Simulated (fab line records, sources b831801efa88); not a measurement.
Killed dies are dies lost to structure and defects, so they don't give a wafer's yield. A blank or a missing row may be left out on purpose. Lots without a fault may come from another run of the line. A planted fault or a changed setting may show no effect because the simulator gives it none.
fab line records | flow gf180mcu
record lots=13 wafers=39 last_day=34
route steps=602 shown STI@21 VT_IMPLANT@133 POLY_GATE@158 SAB@265
lots that met no fault: from a run of the same line without faults
start_h: hours from the record's first day to the start of the lot's first wafer shown | wait_h: hours since the lot's step before | " the same as in the row above | L1.1+2: a row that stands for several wafers | - no value, or no start given | * or withheld: withheld | < > ~ a bound
route shown NAME@n: a module of which the file shows steps, and the number in the route of the first | usual: mean/standard deviation of fault-free wafers | same: alike in all rows | chamber/n: place in a boat | sites: the reading at each site | _std_site: their standard deviation | _edge_site: outer sites' mean less inner sites' | radius_mm: how far each site lies from the wafer's centre | mask NAME#n: copy n | behind: the tool/chamber that last shaped the wafer | hold: why the lot was held/for how many hours/how that ended | device: the transistor (n, p or np) that didn't switch | end of line: the same wafers' tests at the end of the route | a step without rows: its recipe alone | killed: dies lost to structure and defects at the first sort, not the wafer's yield | map: a wafer's dies, x killed, . not, _ none there
set.NAME: the setting as run; set.NAME@STEP: as run at that earlier step | model.NAME: the simulator's own value behind a step, which no gauge read
steps of the route over a sample of lots; a table a step, a row a wafer
services: from which hour (start_h, from the record's first day; less than 0 if before it) a tool's chamber was out of use, for how many hours, and why
## steps
# step GF_STI_WET_ETCH_20
# recipe chemistry=dHF dilution=100:1 target_depth_nm=20 temp_c=25 dry=ipa_marangoni target=SiO2 time_s=400
# usual run_length_s=428/3.9 temp_c=25.01/0.11
# columns lot.wafer tool chamber start_h wait_h run_length_s temp_c
L481.2 wet_bench-03 3 26.01 0.0 424 24.89
L481.4 " 3 " " 424 25.12
L481.5 " 3 " " 424 24.94
L482.1 wet_bench-01 0 35.21 0.0 425 25.15
L482.2 " 0 " " 425 24.90
L482.6 " 0 " " 425 25.08
L483.1 wet_bench-03 3 40.66 0.0 424 24.80
L483.4 " 3 " " 424 25.02
L483.6 " 3 " " 424 25.03
L484.2 wet_bench-02 3 45.60 0.0 428 25.04
L484.3 " 3 " " 428 25.01
L484.6 " 3 " " 428 24.70
L485.2 wet_bench-02 2 47.66 0.0 426 25.11
L485.4 " 2 " " 426 24.91
L485.6 " 2 " " 426 24.94
L486.4 wet_bench-02 2 51.30 0.0 412 24.94
L486.5 " 2 " " 412 25.06
L486.6 " 2 " " 412 24.85
L492.1 wet_bench-01 0 83.46 0.0 425 25.08
L492.3 " 0 " " 425 24.99
L492.5 " 0 " " 425 24.98
L498.1 wet_bench-03 1 114.81 0.0 434 24.89
L498.4 " 1 " " 434 24.93
L498.6 " 1 " " 434 24.95
L500.1 wet_bench-02 0 123.52 0.0 427 25.14
L500.3 " 0 " " 427 24.84
L500.6 " 0 " " 427 25.06
L501.1 wet_bench-01 0 128.53 0.0 433 24.85
L501.3 " 0 " " 433 25.07
L501.6 " 0 " " 433 25.10
L502.1 wet_bench-02 0 134.42 0.0 428 24.88
L502.2 " 0 " " 428 25.05
L502.4 " 0 " " 428 24.93
L503.2 wet_bench-02 3 140.10 0.0 434 24.92
L503.3 " 3 " " 434 24.82
L503.4 " 3 " " 434 25.01
L504.3 wet_bench-02 2 144.11 0.0 433 25.12
L504.5 " 2 " " 433 25.00
L504.6 " 2 " " 433 24.93
# step GF_VT_IMPLANT_TW_MEAS_43
# usual VT_IMPLANT_4_TW=690/11
# columns lot.wafer tool chamber start_h wait_h VT_IMPLANT_4_TW
L481.2 film_metro-04 - 160.89 0.1 704
L481.4 " - " " 702
L481.5 " - " " 704
L482.1 film_metro-02 - 169.49 0.1 680
L482.2 " - " " 677
L482.6 " - " " 675
L483.1 film_metro-04 - 178.28 0.1 695
L483.4 " - " " 696
L483.6 " - " " 698
L484.2 film_metro-04 - 181.49 0.1 701
L484.3 " - " " 693
L484.6 " - " " 698
L485.2 film_metro-02 - 185.69 0.1 678
L485.4 " - " " 673
L485.6 " - " " 680
L486.4 film_metro-02 - 186.27 0.1 679
L486.5 " - " " 677
L486.6 " - " " 676
L492.1 film_metro-04 - 230.69 0.1 702
L492.3 " - " " 709
L492.5 " - " " 707
L498.1 film_metro-01 - 271.24 0.1 684
L498.4 " - " " 683
L498.6 " - " " 683
L500.1 film_metro-01 - 284.68 0.1 686
L500.3 " - " " 685
L500.6 " - " " 685
L501.1 film_metro-01 - 290.84 0.1 681
L501.3 " - " " 683
L501.6 " - " " 681
L502.1 film_metro-04 - 299.84 0.1 701
L502.2 " - " " 702
L502.4 " - " " 701
L503.2 film_metro-04 - 305.25 0.1 703
L503.3 " - " " 704
L503.4 " - " " 699
L504.3 film_metro-04 - 314.31 0.1 698
L504.5 " - " " 701
L504.6 " - " " 704
# step GF_POLY_GATE_THK_MEAS_01
# recipe reads=poly-Si_of_POLY_GATE_CVD_00
# usual POLY_GATE_CVD_00_THK=199.9/1.8
# columns lot.wafer tool chamber start_h wait_h POLY_GATE_CVD_00_THK[nm]
L481.2 film_metro-02 - 183.43 0.0 198.5
L481.4 " - " " 198.3
L481.5 " - " " 198.0
L482.1 film_metro-02 - 192.87 0.0 200.6
L482.2 " - " " 198.4
L482.6 " - " " 198.7
L483.1 film_metro-04 - 201.70 0.0 198.8
L483.4 " - " " 199.9
L483.6 " - " " 199.6
L484.2 film_metro-04 - 205.11 0.0 201.7
L484.3 " - " " 202.4
L484.6 " - " " 202.4
L485.2 film_metro-02 - 209.96 0.0 200.4
L485.4 " - " " 199.1
L485.6 " - " " 200.5
L486.4 film_metro-04 - 209.98 0.0 200.1
L486.5 " - " " 200.0
L486.6 " - " " 199.0
L492.1 film_metro-04 - 254.41 0.0 197.9
L492.3 " - " " 198.3
L492.5 " - " " 197.5
L498.1 film_metro-03 - 296.21 0.0 199.8
L498.4 " - " " 200.5
L498.6 " - " " 201.1
L500.1 film_metro-02 - 311.81 0.0 198.6
L500.3 " - " " 198.8
L500.6 " - " " 200.3
L501.1 film_metro-03 - 317.10 0.0 201.8
L501.3 " - " " 201.1
L501.6 " - " " 202.0
L502.1 film_metro-03 - 325.46 0.0 199.1
L502.2 " - " " 199.3
L502.4 " - " " 198.8
L503.2 film_metro-03 - 333.87 0.0 201.7
L503.3 " - " " 199.8
L503.4 " - " " 200.4
L504.3 film_metro-02 - 340.77 0.0 196.3
L504.5 " - " " 197.7
L504.6 " - " " 197.2
# step GF_SAB_THK_MEAS_01
# recipe reads=SiO2_of_SAB_CVD_00
# usual SAB_CVD_00_THK=50.1/0.79
# columns lot.wafer tool chamber start_h wait_h SAB_CVD_00_THK[nm]
L481.2 film_metro-01 - 321.66 0.0 50.0
L481.4 " - " " 50.5
L481.5 " - " " 50.6
L482.1 film_metro-03 - 331.76 0.0 49.4
L482.2 " - " " 49.3
L482.6 " - " " 50.0
L483.1 film_metro-02 - 344.25 0.0 49.3
L483.4 " - " " 49.9
L483.6 " - " " 49.6
L484.2 film_metro-03 - 346.93 0.0 48.6
L484.3 " - " " 49.6
L484.6 " - " " 48.2
L485.2 film_metro-03 - 355.17 0.0 49.6
L485.4 " - " " 50.4
L485.6 " - " " 50.3
L486.4 film_metro-02 - 357.88 0.0 50.6
L486.5 " - " " 50.8
L486.6 " - " " 51.2
L492.1 film_metro-03 - 406.92 0.0 50.4
L492.3 " - " " 50.2
L492.5 " - " " 50.0
L498.1 film_metro-03 - 461.39 0.0 49.9
L498.4 " - " " 50.2
L498.6 " - " " 50.3
L500.1 film_metro-02 - 478.16 0.0 50.4
L500.3 " - " " 49.0
L500.6 " - " " 52.1
L501.1 film_metro-03 - 484.37 0.0 49.5
L501.3 " - " " 49.8
L501.6 " - " " 49.0
L502.1 film_metro-01 - 495.59 0.0 48.2
L502.2 " - " " 49.7
L502.4 " - " " 49.9
L503.2 film_metro-03 - 505.17 0.0 50.8
L503.3 " - " " 50.4
L503.4 " - " " 51.9
L504.3 film_metro-01 - 511.73 0.0 50.6
L504.5 " - " " 49.7
L504.6 " - " " 51.2
## services
# columns tool chamber start_h hours kind
wet_bench-01 - 44.56 1.8 repair
## key
first_sign step=GF_STI_WET_ETCH_20 reading=run_length_s direction=down sigmas=4.3 usual=* struck=*
effect none on later readings
met_at GF_STI_WET_ETCH_20
struck_lots L486
tester_left_out L486
not_acting_at GF_VT_IMPLANT_TW_MEAS_43,GF_POLY_GATE_THK_MEAS_01,GF_SAB_THK_MEAS_01
onset_between 47.66 51.30
fault kind=process_parameter_drift tool=wet_bench-02 chamber=- onset_h=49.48 steps=GF_STI_WET_ETCH_20 channel=time_s offset=* shape=step end_h=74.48 acts_in=* stated=*
# tester_left_out: of these lots the tester's yield and bins aren't shown, on N5 and GAA mostly nor the transistor test; their killed dies are dies lost to structure and defects alone, not to doping, threshold or leakage, so they don't give the yield
